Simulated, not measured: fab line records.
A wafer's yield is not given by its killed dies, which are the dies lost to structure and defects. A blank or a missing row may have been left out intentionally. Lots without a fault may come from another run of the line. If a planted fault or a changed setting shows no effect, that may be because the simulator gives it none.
fab line records ; flow gf180mcu
record: lots: 11; wafers: 33; last-day: 34
route steps=602 shown MVPSD@88 VT_IMPLANT@94 HV_LDD@186
lots that met no fault: taken from a fault-free run of the same line
start-h: hours from the record's opening day to when the first of the lot's shown wafers began ; wait-h: hours from the lot's prior step to this one ; " repeats the value in the row above ; L1.1+2: a single row standing in for several wafers ; - value missing, or start not given ; * or withheld: withheld ; < > ~ a bound
route shown NAME@n: names a module that has steps shown in the file, with the first one's number in the route ; usual: mean/standard deviation taken from wafers without a fault ; same: alike in all rows ; chamber/n: place in a boat ; sites: each site's reading ; _std_site: how widely they spread, as a standard deviation ; _edge_site: mean of outer sites minus mean of inner sites ; radius-mm: how far each site lies from the wafer's centre ; mask NAME#n: copy n ; behind: the last tool/chamber to shape the wafer ; hold: reason for holding the lot/hours on hold/outcome of the hold ; device: the transistor (n, p or np) that didn't switch ; end of line: tests of these same wafers at the route's end ; for a step that has no rows: nothing shown but its recipe ; killed: count of dies lost to structure and defects at first sort (not the wafer's yield) ; map: per-die view of a wafer (x killed, . not killed, _ where there is no die)
set.NAME: setting as actually run; set.NAME@STEP: the setting as run at that earlier step ; model.NAME: the simulator's own value behind a step, which no gauge read
one table for each step of the route and one row for each wafer, over a sample of lots
services: the hour from which a tool's chamber was out of use, counted from the record's first day as start-h (under 0 if before that day), plus the number of hours and why
== steps ==
step: GF_MVPSD_STRIP_10
recipe: chemistry: O2/N2; power-w: 1400; pressure-mtorr: 1500; platen-temp-c: 250; o2-flow-sccm: 3000; n2-flow-sccm: 300; overash-fraction: 0.5
usual: drypump-motor-current-A: 5.9/0.49; heater-power-w: 329/31; oes-product-au: 0.723/0.005; platen-temp-c: 249.97/0.2; strip-time-to-endpoint-s: 36.99/0.11
lot.wafer;tool;chamber;start-h;wait-h;drypump-motor-current-A;heater-power-w;oes-product-au;platen-temp-c;rf-hours-counter-h;strip-time-to-endpoint-s
L682.3;plasma-asher-03;0;96.92;0.1;6.2;289;0.719;250.30;-;37.08
L682.5;plasma-asher-03;1;96.92;0.1;5.4;318;0.721;250.56;-;37.02
L682.6;plasma-asher-03;0;96.92;0.1;6.2;274;0.727;250.17;-;37.09
L683.3;plasma-asher-01;0;102.41;0.1;5.4;363;0.715;250.01;-;36.96
L683.5;plasma-asher-01;0;102.41;0.1;5.4;367;0.717;250.06;-;36.93
L683.6;plasma-asher-01;1;102.41;0.1;6.6;310;0.726;250.21;-;36.87
L686.2;plasma-asher-02;0;119.69;0.1;5.8;343;0.719;249.83;44;36.85
L686.4;plasma-asher-02;1;119.69;0.1;6.0;360;0.715;249.76;-;36.90
L686.6;plasma-asher-02;0;119.69;0.1;5.7;352;0.725;249.75;-;36.78
L687.1;plasma-asher-01;1;127.83;0.1;6.6;309;0.722;250.10;47;36.94
L687.2;plasma-asher-01;0;127.83;0.1;5.4;375;0.720;250.02;47;36.92
L687.4;plasma-asher-01;1;127.83;0.1;6.6;315;0.732;249.94;-;36.91
L691.2;plasma-asher-03;0;151.23;0.1;6.2;278;0.723;249.88;39;36.95
L691.5;plasma-asher-03;0;151.23;0.1;6.2;277;0.715;249.72;-;36.90
L691.6;plasma-asher-03;1;151.23;0.1;5.5;311;0.728;250.05;-;36.98
L697.1;plasma-asher-01;0;188.68;0.1;5.5;364;0.723;249.90;53;37.06
L697.4;plasma-asher-01;1;188.68;0.1;6.6;306;0.726;250.03;-;37.03
L697.6;plasma-asher-01;1;188.68;0.1;6.6;308;0.724;249.89;-;37.07
L698.2;plasma-asher-01;0;195.94;0.1;5.5;366;0.721;249.86;54;36.91
L698.3;plasma-asher-01;1;195.94;0.1;6.6;306;0.717;249.75;-;37.00
L698.5;plasma-asher-01;1;195.94;0.1;6.6;305;0.720;250.03;-;37.03
L700.1;plasma-asher-01;1;202.99;0.1;6.6;310;0.718;249.91;55;36.80
L700.4;plasma-asher-01;1;202.99;0.1;6.6;301;0.727;250.30;-;36.92
L700.6;plasma-asher-01;1;202.99;0.1;6.6;305;0.727;249.78;-;36.89
L702.1;plasma-asher-02;0;218.88;0.1;5.7;350;0.718;250.00;54;36.94
L702.4;plasma-asher-02;0;218.88;0.1;5.7;357;0.714;249.78;-;36.87
L702.6;plasma-asher-02;1;218.88;0.1;6.0;355;0.725;249.76;-;36.93
L703.2;plasma-asher-01;0;221.09;0.1;5.5;370;0.722;249.76;56;37.18
L703.4;plasma-asher-01;0;221.09;0.1;5.4;369;0.717;249.66;-;37.14
L703.6;plasma-asher-01;0;221.09;0.1;5.5;368;0.717;249.89;-;37.17
L704.2;plasma-asher-01;1;227.53;0.1;6.6;304;0.720;249.80;57;37.05
L704.3;plasma-asher-01;1;227.53;0.1;6.6;312;0.720;249.87;-;37.07
L704.4;plasma-asher-01;0;227.53;0.1;5.4;358;0.731;249.84;-;36.99
step: GF_VT_IMPLANT_EXPOSE_04
recipe: mask-id: LVPWELL_LV_AREA; target-cd-nm: 600; na: 0.6; source-shape: conventional; sigma-outer: 0.6; dose-mj: 140
lot.wafer;tool;chamber;start-h;wait-h;mask
L682.3+5+6;iline-stepper-02;0;104.26;-;LVPWELL_LV_AREA#0
L683.3+5+6;iline-stepper-02;0;110.04;-;LVPWELL_LV_AREA#0
L686.2+4+6;iline-stepper-02;0;127.99;-;LVPWELL_LV_AREA#0
L687.1+2+4;iline-stepper-02;0;135.16;-;Nwell_LV_AREA#0
L691.2+5+6;iline-stepper-01;0;159.56;-;LVPWELL_LV_AREA#0
L697.1+4+6;iline-stepper-02;0;197.30;-;LVPWELL_LV_AREA#0
L698.2+3+5;iline-stepper-02;0;204.87;-;LVPWELL_LV_AREA#0
L700.1+4+6;iline-stepper-01;0;211.86;-;LVPWELL_LV_AREA#0
L702.1+4+6;iline-stepper-01;0;227.75;-;LVPWELL_LV_AREA#0
L703.2+4+6;iline-stepper-01;0;229.87;-;LVPWELL_LV_AREA#0
L704.2+3+4;iline-stepper-02;0;236.91;-;LVPWELL_LV_AREA#0
step: GF_VT_IMPLANT_OVL_MEAS_07
usual: VT_IMPLANT_OVL: 0.3/1.3
lot.wafer;tool;chamber;start-h;wait-h;VT_IMPLANT_OVL[nm]
L682.3;overlay-02;-;111.41;0.1;2.7
L682.5;overlay-02;-;111.41;0.1;-0.4
L682.6;overlay-02;-;111.41;0.1;0.8
L683.3;overlay-01;-;117.32;0.1;-1.7
L683.5;overlay-01;-;117.32;0.1;-0.6
L683.6;overlay-01;-;117.32;0.1;-2.2
L686.2;overlay-01;-;134.96;0.1;1.8
L686.4;overlay-01;-;134.96;0.1;1.0
L686.6;overlay-01;-;134.96;0.1;1.9
L687.1;overlay-02;-;142.21;0.1;-
L687.2;overlay-02;-;142.21;0.1;-
L687.4;overlay-02;-;142.21;0.1;-
L691.2;overlay-01;-;167.26;0.1;1.8
L691.5;overlay-01;-;167.26;0.1;2.3
L691.6;overlay-01;-;167.26;0.1;0.0
L697.1;overlay-02;-;205.55;0.1;1.0
L697.4;overlay-02;-;205.55;0.1;-2.1
L697.6;overlay-02;-;205.55;0.1;-1.0
L698.2;overlay-02;-;212.77;0.1;-0.2
L698.3;overlay-02;-;212.77;0.1;-0.3
L698.5;overlay-02;-;212.77;0.1;0.7
L700.1;overlay-02;-;220.40;0.1;-0.1
L700.4;overlay-02;-;220.40;0.1;1.0
L700.6;overlay-02;-;220.40;0.1;-0.7
L702.1;overlay-01;-;237.00;0.1;0.4
L702.4;overlay-01;-;237.00;0.1;0.4
L702.6;overlay-01;-;237.00;0.1;-0.7
L703.2;overlay-02;-;239.07;0.1;-0.4
L703.4;overlay-02;-;239.07;0.1;-0.7
L703.6;overlay-02;-;239.07;0.1;1.0
L704.2;overlay-02;-;245.87;0.1;-0.4
L704.3;overlay-02;-;245.87;0.1;0.2
L704.4;overlay-02;-;245.87;0.1;-0.5
step: GF_VT_IMPLANT_TW_MEAS_10
usual: VT_IMPLANT_TW: 561.7/2.3
lot.wafer;tool;chamber;start-h;wait-h;hold;VT_IMPLANT_TW
L682.3;film-metro-02;-;111.73;0.1;-;561.4
L682.5;film-metro-02;-;111.73;0.1;-;561.5
L682.6;film-metro-02;-;111.73;0.1;-;558.3
L683.3;film-metro-04;-;117.61;0.1;-;560.1
L683.5;film-metro-04;-;117.61;0.1;-;560.2
L683.6;film-metro-04;-;117.61;0.1;-;560.0
L686.2;film-metro-04;-;135.25;0.1;-;560.8
L686.4;film-metro-04;-;135.25;0.1;-;564.3
L686.6;film-metro-04;-;135.25;0.1;-;561.4
L687.1;film-metro-02;-;142.50;0.1;await-dispo/0.2h/release;29.9
L687.2;film-metro-02;-;142.50;0.1;await-dispo/0.2h/release;29.8
L687.4;film-metro-02;-;142.50;0.1;await-dispo/0.2h/release;30.1
L687.1;film-metro-02;-;142.73;0.2;-;29.9
L687.2;film-metro-02;-;142.73;0.2;-;30.0
L687.4;film-metro-02;-;142.73;0.2;-;29.9
L691.2;film-metro-02;-;167.55;0.1;-;563.2
L691.5;film-metro-02;-;167.55;0.1;-;561.0
L691.6;film-metro-02;-;167.55;0.1;-;562.4
L697.1;film-metro-01;-;205.84;0.1;-;559.8
L697.4;film-metro-01;-;205.84;0.1;-;559.5
L697.6;film-metro-01;-;205.84;0.1;-;557.4
L698.2;film-metro-04;-;213.06;0.1;-;564.0
L698.3;film-metro-04;-;213.06;0.1;-;560.6
L698.5;film-metro-04;-;213.06;0.1;-;563.4
L700.1;film-metro-01;-;220.69;0.1;-;558.3
L700.4;film-metro-01;-;220.69;0.1;-;561.1
L700.6;film-metro-01;-;220.69;0.1;-;554.1
L702.1;film-metro-04;-;237.29;0.1;-;561.1
L702.4;film-metro-04;-;237.29;0.1;-;567.0
L702.6;film-metro-04;-;237.29;0.1;-;562.1
L703.2;film-metro-02;-;239.36;0.1;-;564.1
L703.4;film-metro-02;-;239.36;0.1;-;560.4
L703.6;film-metro-02;-;239.36;0.1;-;562.4
L704.2;film-metro-02;-;246.16;0.1;-;559.3
L704.3;film-metro-02;-;246.16;0.1;-;558.6
L704.4;film-metro-02;-;246.16;0.1;-;559.7
step: GF_VT_IMPLANT_OVL_MEAS_18
usual: VT_IMPLANT_01_OVL: -0.3/1.2
lot.wafer;tool;chamber;start-h;wait-h;VT_IMPLANT_01_OVL[nm]
L682.3;overlay-02;-;125.63;0.1;-2.5
L682.5;overlay-02;-;125.63;0.1;1.5
L682.6;overlay-02;-;125.63;0.1;-1.8
L683.3;overlay-01;-;132.76;0.1;-1.5
L683.5;overlay-01;-;132.76;0.1;-1.2
L683.6;overlay-01;-;132.76;0.1;0.0
L686.2;overlay-02;-;150.87;0.1;-2.3
L686.4;overlay-02;-;150.87;0.1;-1.8
L686.6;overlay-02;-;150.87;0.1;-1.6
L691.2;overlay-01;-;183.31;0.1;-1.9
L691.5;overlay-01;-;183.31;0.1;-0.1
L691.6;overlay-01;-;183.31;0.1;-0.3
L697.1;overlay-01;-;223.31;0.1;-0.5
L697.4;overlay-01;-;223.31;0.1;1.0
L697.6;overlay-01;-;223.31;0.1;-0.4
L698.2;overlay-01;-;230.47;0.1;-1.1
L698.3;overlay-01;-;230.47;0.1;-0.8
L698.5;overlay-01;-;230.47;0.1;0.3
L700.1;overlay-01;-;238.41;0.1;0.1
L700.4;overlay-01;-;238.41;0.1;1.0
L700.6;overlay-01;-;238.41;0.1;2.0
L702.1;overlay-01;-;256.01;0.1;0.0
L702.4;overlay-01;-;256.01;0.1;-0.6
L702.6;overlay-01;-;256.01;0.1;-2.2
L703.2;overlay-02;-;257.71;0.1;0.5
L703.4;overlay-02;-;257.71;0.1;-1.3
L703.6;overlay-02;-;257.71;0.1;-1.8
L704.2;overlay-01;-;265.01;0.1;0.7
L704.3;overlay-01;-;265.01;0.1;0.7
L704.4;overlay-01;-;265.01;0.1;0.5
step: GF_HV_LDD_STRIP_10
recipe: chemistry: O2/N2; power-w: 1400; pressure-mtorr: 1500; platen-temp-c: 250; o2-flow-sccm: 3000; n2-flow-sccm: 300; overash-fraction: 0.5
usual: drypump-motor-current-A: 5.9/0.39; heater-power-w: 336/29; oes-product-au: 0.716/0.0044; platen-temp-c: 249.97/0.21; strip-time-to-endpoint-s: 12.63/0.036
lot.wafer;tool;chamber;start-h;wait-h;drypump-motor-current-A;heater-power-w;oes-product-au;platen-temp-c;rf-hours-counter-h;strip-time-to-endpoint-s
L682.3;plasma-asher-01;0;213.28;0.1;5.4;367;0.705;249.93;-;12.61
L682.5;plasma-asher-01;1;213.28;0.1;6.6;305;0.719;249.86;-;12.64
L682.6;plasma-asher-01;0;213.28;0.1;5.5;376;0.710;249.82;-;12.64
L683.3;plasma-asher-02;0;223.39;0.1;5.7;348;0.717;249.97;-;12.65
L683.5;plasma-asher-02;0;223.39;0.1;5.7;350;0.718;249.96;-;12.65
L683.6;plasma-asher-02;1;223.39;0.1;6.0;347;0.719;250.13;-;12.63
L686.2;plasma-asher-01;1;245.70;0.1;6.6;316;0.717;250.11;59;12.60
L686.4;plasma-asher-01;0;245.70;0.1;5.4;373;0.711;249.92;-;12.65
L686.6;plasma-asher-01;1;245.70;0.1;6.6;303;0.718;250.11;-;12.64
L691.2;plasma-asher-03;1;282.30;0.1;5.4;303;0.715;250.02;52;12.67
L691.5;plasma-asher-03;0;282.30;0.1;6.2;279;0.727;249.88;-;12.62
L691.6;plasma-asher-03;1;282.30;0.1;5.5;310;0.724;249.88;-;12.65
L697.1;plasma-asher-03;0;330.97;0.1;6.2;286;0.708;249.83;58;12.64
L697.4;plasma-asher-03;0;330.97;0.1;6.2;288;0.714;249.96;-;12.62
L697.6;plasma-asher-03;0;330.97;0.1;6.2;285;0.719;249.95;-;12.64
L698.2;plasma-asher-02;1;338.70;0.1;6.0;352;0.711;249.90;66;12.66
L698.3;plasma-asher-02;1;338.70;0.1;6.0;361;0.716;250.22;-;12.68
L698.5;plasma-asher-02;0;338.70;0.1;5.7;347;0.713;250.03;-;12.62
L700.1;plasma-asher-01;1;348.45;0.1;6.6;311;0.718;249.67;69;12.53
L700.4;plasma-asher-01;1;348.45;0.1;6.6;312;0.715;249.63;-;12.55
L700.6;plasma-asher-01;1;348.45;0.1;6.6;315;0.718;249.92;-;12.58
L702.1;plasma-asher-01;1;366.90;0.1;6.6;315;0.712;250.04;71;12.61
L702.4;plasma-asher-01;1;366.90;0.1;6.6;309;0.705;249.82;-;12.59
L702.6;plasma-asher-01;1;366.90;0.1;6.6;314;0.717;249.97;-;12.58
L703.2;plasma-asher-03;0;372.95;0.1;6.2;279;0.715;249.87;62;12.64
L703.4;plasma-asher-03;1;372.95;0.1;5.4;312;0.715;249.71;-;12.64
L703.6;plasma-asher-03;0;372.95;0.1;6.2;279;0.715;249.83;-;12.68
L704.2;plasma-asher-02;0;377.11;0.1;5.7;361;0.715;250.23;70;12.63
L704.3;plasma-asher-02;1;377.11;0.1;6.0;362;0.716;249.98;-;12.67
L704.4;plasma-asher-02;0;377.11;0.1;5.8;358;0.717;250.17;-;12.66
== services ==
tool;chamber;start-h;hours;kind
plasma-asher-01;-;80.93;3.4;repair
iline-stepper-02;-;85.45;6.1;repair
iline-stepper-01;-;123.78;1.7;pm
plasma-asher-01;-;128.37;1.4;repair
iline-stepper-01;-;139.95;-;calibration
iline-stepper-02;0;142.51;-;calibration
iline-stepper-02;-;156.55;2.8;repair
iline-stepper-02;-;177.13;1.7;pm
plasma-asher-02;-;187.20;4.3;pm
iline-stepper-01;0;199.18;-;calibration
iline-stepper-01;-;305.28;9.0;repair
plasma-asher-02;-;330.86;5.4;repair
iline-stepper-02;-;340.96;2.1;pm
iline-stepper-02;-;343.04;-;consumable-replace:lamp
iline-stepper-01;-;343.08;1.7;pm
iline-stepper-02;0;356.59;-;calibration
plasma-asher-01;-;362.67;0.5;repair
== key ==
first-sign: step: GF_VT_IMPLANT_EXPOSE_04; reading: mask; direction: changed
effect: step: GF_VT_IMPLANT_OVL_MEAS_07; reading: VT_IMPLANT_OVL; direction: missing
effect: step: GF_VT_IMPLANT_TW_MEAS_10; reading: visit; direction: added
effect: step: GF_VT_IMPLANT_TW_MEAS_10; reading: VT_IMPLANT_TW; direction: down; sigmas: 99+; usual: 561.7; struck: 29.9
met-at GF_VT_IMPLANT_EXPOSE_04
struck-lots L687
scrapped-behind GF_VT_IMPLANT_TW_MEAS_10 L687.1,L687.2,L687.4
not-acting-at GF_MVPSD_STRIP_10,GF_VT_IMPLANT_OVL_MEAS_18,GF_HV_LDD_STRIP_10
onset-between 127.99 135.16
fault: kind: wrong-mask; tool: any; chamber: -; onset-h: 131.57; steps: GF_VT_IMPLANT_EXPOSE_04; aux-copy: Nwell_LV_AREA#0; scope: struck-lots-only
